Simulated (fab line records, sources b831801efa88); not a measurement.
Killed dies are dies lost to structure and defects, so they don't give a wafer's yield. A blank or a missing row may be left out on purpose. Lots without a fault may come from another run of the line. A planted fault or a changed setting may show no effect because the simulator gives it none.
Which tool did it? | flow sky130 | 11 lots, 33 wafers sampled, at 6 steps of a route of 708

WHAT THE GAUGES READ, wafer by wafer
The record holds no reading of a measuring or inspecting step that can be judged against a usual standard deviation.

WHICH TOOL RAN EACH LOT (tool, then ch and the chambers of the sampled wafers, then the start)
lot  | SKY_CONTACT_CVD_24            | SKY_METAL1_SPUTTER_02        | SKY_METAL1_SPUTTER_04        | SKY_METAL1_ETCH_18                | SKY_METAL1_STRIP_20                  | SKY_PAD_OPEN_PROBE_99
L758 | cvd_w-02 ch 0,1, day 32 13:23 | pvd_sputter-03, day 32 13:59 | pvd_sputter-03, day 32 14:01 | rie_metal-03 ch 0,1, day 33 17:10 | plasma_asher-03 ch 0,1, day 33 17:19 | -
L759 | cvd_w-01 ch 0,1, day 32 22:28 | pvd_sputter-03, day 32 23:06 | pvd_sputter-03, day 32 23:08 | rie_metal-03 ch 1, day 34 01:43   | plasma_asher-01 ch 0,1, day 34 02:02 | -
L760 | cvd_w-02 ch 0,1, day 33 14:13 | pvd_sputter-03, day 33 14:52 | pvd_sputter-03, day 33 14:54 | rie_metal-04 ch 0,1, day 34 17:26 | plasma_asher-04 ch 0,1, day 34 17:35 | -
L761 | cvd_w-02 ch 0,1, day 34 02:04 | pvd_sputter-01, day 34 02:42 | pvd_sputter-01, day 34 02:44 | rie_metal-03 ch 0,1, day 35 05:02 | plasma_asher-01 ch 0,1, day 35 05:11 | -
L764 | cvd_w-02 ch 0,1, day 34 07:05 | pvd_sputter-03, day 34 07:44 | pvd_sputter-03, day 34 07:46 | rie_metal-03 ch 0,1, day 35 09:23 | plasma_asher-03 ch 0,1, day 35 09:32 | prober-02, day 47 20:54
L768 | cvd_w-01 ch 0,1, day 35 13:01 | pvd_sputter-01, day 35 13:40 | pvd_sputter-01, day 35 13:42 | rie_metal-03 ch 0,1, day 36 15:47 | plasma_asher-03 ch 0,1, day 36 15:56 | prober-02, day 48 14:57
L769 | cvd_w-02 ch 0,1, day 35 19:20 | pvd_sputter-04, day 35 19:58 | pvd_sputter-04, day 35 20:01 | rie_metal-03 ch 0, day 36 22:10   | plasma_asher-01 ch 0,1, day 36 22:29 | prober-01, day 48 21:31
L773 | cvd_w-01 ch 1, day 37 18:43   | pvd_sputter-01, day 37 19:21 | pvd_sputter-01, day 37 19:24 | rie_metal-01 ch 0,1, day 38 20:55 | plasma_asher-04 ch 0,1, day 38 21:05 | prober-02, day 50 04:19
L774 | cvd_w-02 ch 0,1, day 37 21:20 | pvd_sputter-01, day 37 21:58 | pvd_sputter-01, day 37 22:01 | rie_metal-04 ch 0,1, day 38 23:08 | plasma_asher-03 ch 0,1, day 38 23:17 | prober-02, day 50 06:29
L777 | cvd_w-01 ch 0,1, day 38 08:22 | pvd_sputter-04, day 38 08:58 | pvd_sputter-04, day 38 09:01 | rie_metal-01 ch 0,1, day 39 10:04 | plasma_asher-01 ch 0,1, day 39 10:14 | -
L778 | cvd_w-01 ch 0,1, day 38 16:23 | pvd_sputter-01, day 38 17:02 | pvd_sputter-01, day 38 17:04 | rie_metal-01 ch 0,1, day 39 17:50 | plasma_asher-03 ch 0,1, day 39 17:59 | -
- SKY_CONTACT_CVD_24: deposits W, target thk 340 nm, time 102.12 s.
- SKY_METAL1_SPUTTER_02: material AlCu, target thk 250 nm, time 13.3 s.
- SKY_METAL1_SPUTTER_04: material TiN, target thk 70 nm, time 58.3 s.
- SKY_METAL1_ETCH_18: etches BARC in N2/H2, stops on SiO2, time 45.9 s, target depth 60 nm.
- SKY_METAL1_STRIP_20: strips in O2/N2.
- SKY_PAD_OPEN_PROBE_99

WHAT THE TOOLS THEMSELVES READ (means of the sampled wafers that have a number; where no wafer has one, the mark that the record gives instead)
SKY_CONTACT_CVD_24. Usual: heater_power_w 888 W, standard deviation 62.
lot  | tool     | heater_power_w (W) | flag
L758 | cvd_w-02 | 886                |
L759 | cvd_w-01 | 820                |
L760 | cvd_w-02 | 939                |
L761 | cvd_w-02 | 925                |
L764 | cvd_w-02 | 929                |
L768 | cvd_w-01 | 830                |
L769 | cvd_w-02 | 933                |
L773 | cvd_w-01 | 906                |
L774 | cvd_w-02 | 909                |
L777 | cvd_w-01 | 832                |
L778 | cvd_w-01 | 876                |

SKY_METAL1_SPUTTER_02. Usual: chamber_pressure_pa 0.3999 Pa, standard deviation 0.00081; throttle_valve_pct 29.7 %, standard deviation 0.94.
lot  | tool           | chamber_pressure_pa (Pa) | throttle_valve_pct (%) | flag
L758 | pvd_sputter-03 | 0.4009                   | 28.6                   |
L759 | pvd_sputter-03 | 0.3998                   | 29.3                   |
L760 | pvd_sputter-03 | 0.4009                   | 29.6                   |
L761 | pvd_sputter-01 | 0.3992                   | 30.2                   |
L764 | pvd_sputter-03 | 0.4002                   | 29.7                   |
L768 | pvd_sputter-01 | 0.3997                   | 30.2                   |
L769 | pvd_sputter-04 | 0.4000                   | 29.3                   |
L773 | pvd_sputter-01 | 0.4006                   | 29.9                   |
L774 | pvd_sputter-01 | 0.4003                   | 30.0                   |
L777 | pvd_sputter-04 | 0.4000                   | 29.5                   |
L778 | pvd_sputter-01 | 0.3994                   | 30.5                   |

SKY_METAL1_SPUTTER_04. Usual: chamber_pressure_pa 0.4001 Pa, standard deviation 0.00086; throttle_valve_pct 29.7 %, standard deviation 0.94.
lot  | tool           | chamber_pressure_pa (Pa) | throttle_valve_pct (%) | flag
L758 | pvd_sputter-03 | 0.4001                   | 28.8                   |
L759 | pvd_sputter-03 | 0.3993                   | 29.7                   |
L760 | pvd_sputter-03 | 0.3992                   | 29.5                   |
L761 | pvd_sputter-01 | 0.3998                   | 30.2                   |
L764 | pvd_sputter-03 | 0.4001                   | 29.6                   |
L768 | pvd_sputter-01 | 0.4000                   | 30.1                   |
L769 | pvd_sputter-04 | 0.4002                   | 29.5                   |
L773 | pvd_sputter-01 | 0.4010                   | 29.8                   |
L774 | pvd_sputter-01 | 0.4001                   | 30.0                   |
L777 | pvd_sputter-04 | 0.3997                   | 29.5                   |
L778 | pvd_sputter-01 | 0.3991                   | 30.4                   |

SKY_METAL1_ETCH_18. Usual: drypump_motor_current_A 5.84 A, standard deviation 0.28; oes_product_au 0.855 a.u., standard deviation 0.0047; rf_fwd_power_W 495.4 W, standard deviation 1.6; throttle_valve_pct 13.225 %, standard deviation 0.0098.
lot  | tool         | drypump_motor_current_A (A) | oes_product_au (a.u.) | rf_fwd_power_W (W) | throttle_valve_pct (%) | flag
L758 | rie_metal-03 | 5.91                        | 0.854                 | 494.8              | 13.230                 |
L759 | rie_metal-03 | 5.79                        | 0.854                 | 495.1              | 13.224                 |
L760 | rie_metal-04 | 5.96                        | 0.858                 | 495.0              | 13.236                 |
L761 | rie_metal-03 | 5.89                        | 0.853                 | 495.9              | 13.216                 |
L764 | rie_metal-03 | 5.86                        | 0.859                 | 492.4              | 13.221                 |
L768 | rie_metal-03 | 5.94                        | 0.858                 | 697.7              | 13.216                 | OFF
L769 | rie_metal-03 | 6.02                        | 0.855                 | 693.7              | 13.223                 | OFF
L773 | rie_metal-01 | 5.42                        | 0.855                 | 494.2              | 13.224                 |
L774 | rie_metal-04 | 5.96                        | 0.855                 | 495.5              | 13.211                 |
L777 | rie_metal-01 | 5.41                        | 0.855                 | 496.2              | 13.229                 |
L778 | rie_metal-01 | 5.44                        | 0.849                 | 497.6              | 13.218                 |

SKY_METAL1_STRIP_20. Usual: drypump_motor_current_A 5.8 A, standard deviation 0.36; oes_product_au 0.343 a.u., standard deviation 0.0049; strip_time_to_endpoint_s 2.69 s, standard deviation 0.036.
lot  | tool            | drypump_motor_current_A (A) | oes_product_au (a.u.) | strip_time_to_endpoint_s (s) | flag
L758 | plasma_asher-03 | 6.2                         | 0.337                 | 2.65                         |
L759 | plasma_asher-01 | 5.4                         | 0.338                 | 2.64                         |
L760 | plasma_asher-04 | 5.8                         | 0.344                 | 2.72                         |
L761 | plasma_asher-01 | 5.4                         | 0.344                 | 2.68                         |
L764 | plasma_asher-03 | 6.2                         | 0.341                 | 2.67                         |
L768 | plasma_asher-03 | 6.2                         | 0.337                 | 2.53                         | OFF
L769 | plasma_asher-01 | 5.4                         | 0.342                 | 2.55                         | OFF
L773 | plasma_asher-04 | 5.9                         | 0.342                 | 2.73                         |
L774 | plasma_asher-03 | 6.2                         | 0.342                 | 2.69                         |
L777 | plasma_asher-01 | 5.4                         | 0.343                 | 2.70                         |
L778 | plasma_asher-03 | 6.2                         | 0.340                 | 2.71                         |

SKY_PAD_OPEN_PROBE_99. Usual: defect_limited_yield 82.1 %, standard deviation 1.7; killed_at_M0_to_M3 44, standard deviation 6.4; killed_at_M4_up 3.0, standard deviation 1.8; killed_at_contacts 24, standard deviation 5; killed_at_front_end 16, standard deviation 4.3; killed_at_other 0.4, standard deviation 0.76; killed_dies 88, standard deviation 8.6; killed_on_rim 18, standard deviation 4; killed_open 47, standard deviation 7.2; killed_short 40, standard deviation 5.5; sort_bin_3_pad_short 0.9 %, standard deviation 0.44; sort_bin_5_function 10.6 %, standard deviation 1.5; sort_bin_6_memory 6.4 %, standard deviation 1.2; sort_n_pass 404, standard deviation 8.6; sort_yield_pct 82.1 %, standard deviation 1.7.
lot  | tool      | defect_limited_yield (%) | killed_at_M0_to_M3 | killed_at_M4_up | killed_at_contacts | killed_at_front_end | killed_at_other | killed_dies | killed_on_rim | killed_open | killed_short | sort_bin_3_pad_short (%) | sort_bin_5_function (%) | sort_bin_6_memory (%) | sort_n_pass | sort_yield_pct (%) | flag
L764 | prober-02 | 82.1                     | 48                 | 3.0             | 23                 | 14                  | 0.0             | 88          | 20            | 43          | 45           | 1.5                      | 10.2                    | 6.2                   | 404         | 82.1               |
L768 | prober-02 | 82.7                     | 41                 | 2.0             | 28                 | 13                  | 0.7             | 85          | 21            | 41          | 44           | 1.2                      | 10.8                    | 5.3                   | 407         | 82.7               |
L769 | prober-01 | 80.8                     | 51                 | 3.3             | 23                 | 18                  | 0.3             | 95          | 17            | 48          | 45           | 1.1                      | 11.4                    | 6.7                   | 397         | 80.8               |
L773 | prober-02 | 81.3                     | 46                 | 2.7             | 28                 | 15                  | 0.0             | 92          | 20            | 52          | 40           | 0.6                      | 11.5                    | 6.6                   | 400         | 81.3               |
L774 | prober-02 | 82.6                     | 49                 | 3.0             | 19                 | 14                  | 0.3             | 85          | 18            | 48          | 37           | 1.0                      | 9.9                     | 6.4                   | 407         | 82.6               |

THE ANSWER, worked out from the rows above alone
Rule: a lot is off if the mean of its wafers that have a number lies more than 3 standard deviations from the usual mean. A lot without any number at a reading at which 4 lots or more have one is off too. The other lots that the step has rows for count as sound. The gauges are gone through in route order, then the tools' own readings, and for those a lot's mean is taken as printed above. The first step at which some lot is off is used, and at that step the reading that is off furthest; a lot without a number counts as furthest.
Off: L768, L769, at SKY_METAL1_ETCH_18 (rf_fwd_power_W).
A tool fits if, at that step or a process step before it, it ran every lot that is off, and no sound lot after the first of them. One fits: rie_metal-03 at SKY_METAL1_ETCH_18. Its last sound lot is L764 (day 35 09:23), its first lot that is off L768 (day 36 15:47): a fault that began between those two fits.
The tool's own readings at SKY_METAL1_ETCH_18 bear it out: on the lots that are off they differ by more than 5 times the standard deviation of the sound lots' means. rf_fwd_power_W reads 695.7 W there against 495.2 W on the sound lots.

WHAT THE SIMULATOR HAD PUT IN
Process parameter drift: rie_metal-03, from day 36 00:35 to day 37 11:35, at SKY_METAL1_ETCH_18. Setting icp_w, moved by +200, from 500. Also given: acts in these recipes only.
Lots struck among those shown: L768, L769. The rule above found the same.
